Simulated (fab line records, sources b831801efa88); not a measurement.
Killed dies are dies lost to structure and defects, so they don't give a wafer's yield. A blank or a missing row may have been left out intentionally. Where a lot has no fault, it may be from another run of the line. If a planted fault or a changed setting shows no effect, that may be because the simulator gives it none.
fab line records	flow gf180mcu
record lots=7	wafers=21	last-day=33
route steps=602 shown V5@554
lots with no fault: from the same line, run without faults
start-h: the number of hours between the record's first day and the start of the first shown wafer of the lot	wait-h: hours since the lot's step before	" identical to the entry in the row above	L1.1+2: a row that stands for several wafers	- no value, or no start was given	* or withheld: withheld	< > ~ a bound
route shown NAME@n: NAME is a module with steps in the file, n the number in the route of the first one	usual: mean/standard deviation taken from wafers without a fault	same: alike in all rows	chamber/n: place in a boat	sites: each site's reading	_std_site: standard deviation across them	_edge_site: outer sites' mean less inner sites'	radius-mm: how far each site lies from the wafer's centre	mask NAME#n: copy n	behind: the last tool/chamber to shape the wafer	hold: why the lot went on hold/how many hours it stayed there/how the hold came to an end	device: whichever transistor did not switch (one of n, p or np)	end of line: the same wafers' tests at the end of the route	a step without rows: its recipe alone	killed: at the first sort, the dies lost to defects and structure; wafer yield is something else	map: per-die view of a wafer (x killed, . not killed, _ where there is no die)
set.NAME: the setting the step ran with; set.NAME@STEP: the setting that earlier step ran with	model.NAME: the simulator's own value behind a step, which no gauge read
lots seen at some steps along the route; tables by step, rows by wafer
services: when a tool's chamber went out of use (start-h, in hours from the record's first day, below 0 if earlier), for how many hours, and the reason
## steps
# step GF_V5_CD_MEAS_14
# recipe target-cd-nm=260
# usual cd-nm=260.2/1.1
lot.wafer	tool	chamber	start-h	wait-h	cd-nm
L209.2	cd-sem-02	-	650.33	0.1	262.1
L209.4	"	-	"	"	261.4
L209.5	"	-	"	"	261.4
L216.2	cd-sem-01	-	703.83	0.1	258.1
L216.4	"	-	"	"	259.0
L216.6	"	-	"	"	260.2
L218.1	cd-sem-01	-	712.26	0.1	260.9
L218.2	"	-	"	"	260.0
L218.3	"	-	"	"	259.7
L219.2	cd-sem-01	-	717.56	0.1	263.3
L219.3	"	-	"	"	262.4
L219.6	"	-	"	"	261.9
L222.2	cd-sem-02	-	734.56	0.1	261.5
L222.3	"	-	"	"	260.8
L222.4	"	-	"	"	261.2
L223.1	cd-sem-02	-	743.91	0.1	260.4
L223.5	"	-	"	"	261.2
L223.6	"	-	"	"	259.6
L224.1	cd-sem-01	-	749.36	0.1	258.9
L224.4	"	-	"	"	259.1
L224.5	"	-	"	"	258.9
# step GF_V5_OVL_MEAS_15
# usual V5_OVL=2/5.4
lot.wafer	tool	chamber	start-h	wait-h	V5_OVL[nm]
L209.2	overlay-01	-	650.44	0.1	-1
L209.4	"	-	"	"	-1
L209.5	"	-	"	"	3
L216.2	overlay-01	-	703.93	0.1	0
L216.4	"	-	"	"	-1
L216.6	"	-	"	"	5
L218.1	overlay-01	-	712.38	0.1	-2
L218.2	"	-	"	"	-3
L218.3	"	-	"	"	-3
L219.2	overlay-01	-	717.66	0.1	0
L219.3	"	-	"	"	4
L219.6	"	-	"	"	-10
L222.2	overlay-02	-	734.66	0.1	8
L222.3	"	-	"	"	-5
L222.4	"	-	"	"	1
L223.1	overlay-02	-	744.03	0.1	-1
L223.5	"	-	"	"	1
L223.6	"	-	"	"	2
L224.1	overlay-01	-	749.48	0.1	-7
L224.4	"	-	"	"	8
L224.5	"	-	"	"	4
# step GF_V5_ETCH_16
# recipe chemistry=N2/H2	target-depth-a=withheld	overetch-a=withheld	time-s=withheld	target=BARC	ion-energy-ev=200	source-w=500	bias-w=100	pressure-mtorr=30	n2-flow-sccm=100	h2-flow-sccm=200
# usual drypump-motor-current-A=5.7/0.4	oes-product-au=0.854/0.0046	throttle-valve-pct=13.224/0.0089
lot.wafer	tool	chamber	start-h	wait-h	drypump-motor-current-A	oes-product-au	throttle-valve-pct
L209.2	rie-diel-04	0	650.47	0.0	5.4	0.854	13.234
L209.4	"	1	"	"	6.1	0.857	13.238
L209.5	"	1	"	"	6.1	0.863	13.244
L216.2	rie-diel-04	3	703.96	0.0	6.4	0.854	13.227
L216.4	"	0	"	"	5.4	0.855	13.227
L216.6	"	3	"	"	6.4	0.859	13.220
L218.1	rie-diel-03	2	712.41	0.0	5.1	0.855	13.218
L218.2	"	3	"	"	5.5	0.851	13.220
L218.3	"	1	"	"	6.1	0.849	13.223
L219.2	rie-diel-03	0	717.69	0.0	5.5	0.854	13.231
L219.3	"	1	"	"	6.2	0.851	13.233
L219.6	"	2	"	"	5.1	0.861	13.249
L222.2	rie-diel-01	0	734.69	0.0	6.0	0.854	13.226
L222.3	"	3	"	"	5.5	0.855	13.225
L222.4	"	2	"	"	6.1	0.858	13.232
L223.1	rie-diel-04	3	744.06	0.0	6.4	0.852	13.230
L223.5	"	0	"	"	5.4	0.851	13.226
L223.6	"	3	"	"	6.4	0.852	13.240
L224.1	rie-diel-03	1	749.51	0.0	6.1	0.857	13.215
L224.4	"	0	"	"	5.4	0.861	13.213
L224.5	"	0	"	"	5.5	0.852	13.232
# step GF_V5_ETCH_17
# recipe chemistry=C4F8/O2/Ar	mask-material=KrF	target=SiO2	stop-on=TiN	source-w=1500	bias-w=1200	pressure-mtorr=40	c4f8-flow-sccm=withheld	O2_flow_sccm=6	Ar_flow_sccm=300	time-s=withheld	target-depth-a=8550
# usual oes-product-au=0.860/0.0045
lot.wafer	tool	chamber	start-h	wait-h	oes-product-au
L209.2	rie-diel-04	0	-	-	0.860
L209.4	"	1	"	"	0.856
L209.5	"	1	"	"	0.857
L216.2	rie-diel-04	3	-	-	0.856
L216.4	"	0	"	"	0.867
L216.6	"	3	"	"	0.856
L218.1	rie-diel-03	2	-	-	0.855
L218.2	"	3	"	"	0.869
L218.3	"	1	"	"	0.867
L219.2	rie-diel-03	0	-	-	0.856
L219.3	"	1	"	"	0.865
L219.6	"	2	"	"	0.864
L222.2	rie-diel-01	0	-	-	0.867
L222.3	"	3	"	"	0.861
L222.4	"	2	"	"	0.865
L223.1	rie-diel-04	3	-	-	0.858
L223.5	"	0	"	"	0.862
L223.6	"	3	"	"	0.856
L224.1	rie-diel-03	1	-	-	0.861
L224.4	"	0	"	"	0.865
L224.5	"	0	"	"	0.858
# step GF_V5_STRIP_18
# recipe chemistry=O2/N2	power-w=1400	pressure-mtorr=1500	platen-temp-c=250	o2-flow-sccm=3000	n2-flow-sccm=300	overash-fraction=0.5
# usual drypump-motor-current-A=5.4/0.45	heater-power-w=316/29	oes-product-au=0.569/0.0046
# same overash-fraction=0.5
lot.wafer	tool	chamber	start-h	wait-h	drypump-motor-current-A	heater-power-w	oes-product-au	rf-hours-counter-h
L209.2	plasma-asher-01	1	650.62	-	5.1	302	0.569	54
L209.4	"	1	"	"	5.0	294	0.566	-
L209.5	"	0	"	"	5.8	310	0.560	-
L216.2	plasma-asher-01	1	704.12	-	5.0	303	0.572	60
L216.4	"	0	"	"	5.8	312	0.562	-
L216.6	"	1	"	"	5.0	299	0.569	-
L218.1	plasma-asher-02	0	712.57	-	4.8	316	0.561	95
L218.2	"	1	"	"	5.8	303	0.559	95
L218.3	"	1	"	"	5.9	301	0.574	-
L219.2	plasma-asher-03	0	717.84	-	5.2	399	0.560	112
L219.3	"	0	"	"	5.2	404	0.570	-
L219.6	"	1	"	"	6.0	299	0.568	-
L222.2	plasma-asher-02	1	734.84	-	5.9	300	0.574	97
L222.3	"	0	"	"	4.8	320	0.562	-
L222.4	"	1	"	"	5.8	298	0.569	-
L223.1	plasma-asher-02	1	744.22	-	5.8	307	0.570	99
L223.5	"	0	"	"	4.9	329	0.566	-
L223.6	"	1	"	"	5.8	298	0.572	-
L224.1	plasma-asher-03	1	749.67	-	6.0	288	0.567	1
L224.4	"	0	"	"	5.2	369	0.570	-
L224.5	"	0	"	"	5.2	373	0.558	-
# step GF_V5_STRIP_19
# recipe chemistry=post-etch-residue-remover	time-s=1200	temp-c=72.5
# step GF_V5_CLEAN_20
# recipe chemistry=DIW	dry=n2-spin
# step GF_V5_SPUTTER_21
# recipe material=Ti	target-thk-nm=15	chamber-pressure-pa=5	power-w=2500	substrate-temp-c=200	time-s=80.02
# usual throttle-valve-pct=30.3/1
lot.wafer	tool	chamber	start-h	wait-h	throttle-valve-pct
L209.2	pvd-sputter-02	-	651.15	0.0	30.8
L209.4	"	-	"	"	30.8
L209.5	"	-	"	"	30.3
L216.2	pvd-sputter-03	-	704.66	0.0	30.6
L216.4	"	-	"	"	29.1
L216.6	"	-	"	"	31.1
L218.1	pvd-sputter-02	-	713.13	0.0	31.1
L218.2	"	-	"	"	30.1
L218.3	"	-	"	"	30.7
L219.2	pvd-sputter-03	-	718.38	0.0	30.9
L219.3	"	-	"	"	28.0
L219.6	"	-	"	"	28.0
L222.2	pvd-sputter-02	-	735.38	0.0	31.8
L222.3	"	-	"	"	31.2
L222.4	"	-	"	"	30.8
L223.1	pvd-sputter-03	-	744.75	0.0	30.3
L223.5	"	-	"	"	28.1
L223.6	"	-	"	"	30.5
L224.1	pvd-sputter-03	-	750.21	0.0	28.0
L224.4	"	-	"	"	31.1
L224.5	"	-	"	"	31.1
# step GF_V5_SPUTTER_22
# recipe material=TiN	target-thk-nm=10	chamber-pressure-pa=5	power-w=4000	time-s=40
# usual throttle-valve-pct=30.3/1
lot.wafer	tool	chamber	start-h	wait-h	throttle-valve-pct
L209.2	pvd-sputter-02	-	651.21	0.0	30.6
L209.4	"	-	"	"	30.6
L209.5	"	-	"	"	30.1
L216.2	pvd-sputter-03	-	704.72	0.0	30.4
L216.4	"	-	"	"	29.3
L216.6	"	-	"	"	30.9
L218.1	pvd-sputter-02	-	713.19	0.0	31.0
L218.2	"	-	"	"	30.2
L218.3	"	-	"	"	30.9
L219.2	pvd-sputter-03	-	718.44	0.0	30.8
L219.3	"	-	"	"	28.1
L219.6	"	-	"	"	28.3
L222.2	pvd-sputter-02	-	735.44	0.0	32.0
L222.3	"	-	"	"	30.8
L222.4	"	-	"	"	30.9
L223.1	pvd-sputter-03	-	744.81	0.0	30.5
L223.5	"	-	"	"	28.0
L223.6	"	-	"	"	30.6
L224.1	pvd-sputter-03	-	750.27	0.0	28.2
L224.4	"	-	"	"	31.1
L224.5	"	-	"	"	31.0
# step GF_V5_CVD_23
# recipe material=W	target-thk-nm=350	time-s=104.9	temp-c=400	pressure-torr=40
# step GF_V5_RS_MEAS_24
# recipe thk-meas-gauge=four-point-probe	reads=W_of_V5_CVD_23+TiN_of_V5_SPUTTER_22+Ti_of_V5_SPUTTER_21
# usual V5_W_RS=0.330/0.0032
lot.wafer	tool	chamber	start-h	wait-h	V5_W_RS[ohm/sq]
L209.2	film-metro-01	-	651.39	0.1	0.330
L209.4	"	-	"	"	0.333
L209.5	"	-	"	"	0.329
L216.2	film-metro-01	-	704.89	0.1	0.337
L216.4	"	-	"	"	0.330
L216.6	"	-	"	"	0.331
L218.1	film-metro-01	-	713.34	0.1	0.328
L218.2	"	-	"	"	0.335
L218.3	"	-	"	"	0.335
L219.2	film-metro-02	-	718.61	0.1	0.338
L219.3	"	-	"	"	0.335
L219.6	"	-	"	"	0.334
L222.2	film-metro-01	-	735.61	0.1	0.332
L222.3	"	-	"	"	0.325
L222.4	"	-	"	"	0.328
L223.1	film-metro-01	-	744.96	0.1	0.325
L223.5	"	-	"	"	0.328
L223.6	"	-	"	"	0.328
L224.1	film-metro-01	-	750.42	0.1	0.325
L224.4	"	-	"	"	0.325
L224.5	"	-	"	"	0.329
# step GF_V5_THK_MEAS_25
# recipe thk-meas-gauge=xrf	reads=W_of_V5_CVD_23
# usual V5_W_THK=348/5.6
lot.wafer	tool	chamber	start-h	wait-h	V5_W_THK[nm]
L209.2	film-metro-01	-	651.50	0.1	345
L209.4	"	-	"	"	341
L209.5	"	-	"	"	345
L216.2	film-metro-01	-	705.00	0.1	337
L216.4	"	-	"	"	345
L216.6	"	-	"	"	345
L218.1	film-metro-01	-	713.46	0.1	347
L218.2	"	-	"	"	338
L218.3	"	-	"	"	339
L219.2	film-metro-02	-	718.72	0.1	340
L219.3	"	-	"	"	342
L219.6	"	-	"	"	345
L222.2	film-metro-01	-	735.72	0.1	343
L222.3	"	-	"	"	350
L222.4	"	-	"	"	347
L223.1	film-metro-01	-	745.08	0.1	354
L223.5	"	-	"	"	350
L223.6	"	-	"	"	349
L224.1	film-metro-01	-	750.54	0.1	352
L224.4	"	-	"	"	353
L224.5	"	-	"	"	351
# step GF_V5_CMP_26
# recipe stop-on=SiO2	down-force-psi=3.5	platen-rpm=60	t-overpolish-s=15	target-thk-nm=0	pad-velocity-m-s=0.94248
# usual edge-zone-pressure-frac=1.000/0.0045	head-pressure-psi=3.501/0.0081	motor-current-A=11.7/1.2	overpolish-run-s=14.998/0.009	time-to-endpoint-s=85/5.3
lot.wafer	tool	chamber	start-h	wait-h	edge-zone-pressure-frac	head-pressure-psi	motor-current-A	overpolish-run-s	time-to-endpoint-s	model.W_of_V5_CVD_23.thk-nm
L209.2	cmp-02	2	651.55	0.0	0.996	3.505	10.5	15.001	81	0
L209.4	"	3	"	"	0.997	3.492	10.6	15.002	79	0
L209.5	"	2	"	"	0.998	3.490	10.9	15.002	81	0
L216.2	cmp-01	0	705.05	0.0	0.997	3.493	13.6	14.998	91	0
L216.4	"	2	"	"	0.994	3.494	12.6	15.014	85	0
L216.6	"	1	"	"	1.009	3.505	11.7	15.003	90	0
L218.3	cmp-01	3	713.52	0.0	0.997	3.492	11.8	15.009	81	0
L218.1	"	0	"	"	0.997	3.505	13.3	15.016	98	0
L218.2	"	2	"	"	0.994	3.501	12.4	14.986	90	0
L219.2	cmp-02	0	718.77	0.0	1.003	3.492	13.2	15.001	82	0
L219.3	"	1	"	"	1.003	3.499	9.6	14.975	92	0
L219.6	"	1	"	"	1.016	3.502	10.2	15.009	91	0
L222.2	cmp-02	2	735.77	0.0	-	-	-	-	-	345
L222.3	"	3	"	"	-	-	-	-	-	351.3
L222.4	"	1	"	"	-	-	-	-	-	348.5
L223.1	cmp-02	2	745.62	0.5	-	-	-	-	-	352.8
L223.6	"	0	"	"	-	-	-	-	-	349.5
L223.5	"	1	"	"	-	-	-	-	-	348.8
L224.1	cmp-02	2	750.65	0.1	-	-	-	-	-	352.3
L224.4	"	0	"	"	-	-	-	-	-	352.3
L224.5	"	1	"	"	-	-	-	-	-	347.4
## services
tool	chamber	start-h	hours	kind
rie-diel-03	3	630.16	-	clean
rie-diel-03	3	630.16	28.3	scheduled-down
rie-diel-03	3	630.16	28.3	vent-cycle
cmp-01	-	632.57	5.3	pm
rie-diel-03	-	641.52	2.8	pm
cmp-02	-	645.54	5.5	pm
plasma-asher-03	-	656.66	14.6	pm
rie-diel-03	1	658.46	-	clean
pvd-sputter-02	-	662.46	2.6	repair
rie-diel-04	1	664.14	2.7	repair
plasma-asher-01	-	669.40	1.9	repair
rie-diel-04	-	675.03	4.0	pm
cmp-02	-	677.36	2.9	repair
cmp-01	-	682.65	1.1	repair
plasma-asher-02	-	683.26	0.7	repair
rie-diel-03	-	684.51	15.6	pm
pvd-sputter-03	3	711.12	-	consumable-replace:kit
pvd-sputter-03	3	711.12	18.0	scheduled-down
pvd-sputter-03	3	711.12	18.0	vent-cycle
plasma-asher-03	-	733.75	9.0	pm
plasma-asher-01	-	736.57	0.7	repair
cmp-01	-	744.25	4.0	pm
rie-diel-04	3	749.80	4.2	repair
pvd-sputter-02	-	750.58	2.0	repair
## key
first-sign step=GF_V5_CMP_26	reading=tool-record	direction=missing
effect none on later readings
model-effect step=GF_V5_CMP_26	value=W_of_V5_CVD_23.thk-nm	without=0	struck=349.8
met-at GF_V5_CMP_26
struck-wafers L222.2,L222.3,L222.4,L223.1,L223.5,L223.6,L224.1,L224.4,L224.5
later-rows-left-out L222.2,L222.3,L222.4,L223.1,L223.5,L223.6,L224.1,L224.4,L224.5
sort-left-out L222.2,L222.3,L222.4,L223.1,L223.5,L223.6,L224.1,L224.4,L224.5
onset-between 718.77 735.77
fault kind=skipped-step-whole	tool=cmp-02	chamber=-	onset-h=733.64	steps=GF_V5_CMP_26	scope=struck-lots-only
# sort-left-out: the simulated sort isn't trusted on such a fault, so these wafers' sort isn't shown, and their yield isn't known
# later-rows-left-out: the simulator's readings of these wafers behind a module that went badly wrong aren't trusted and aren't shown, but for the sort
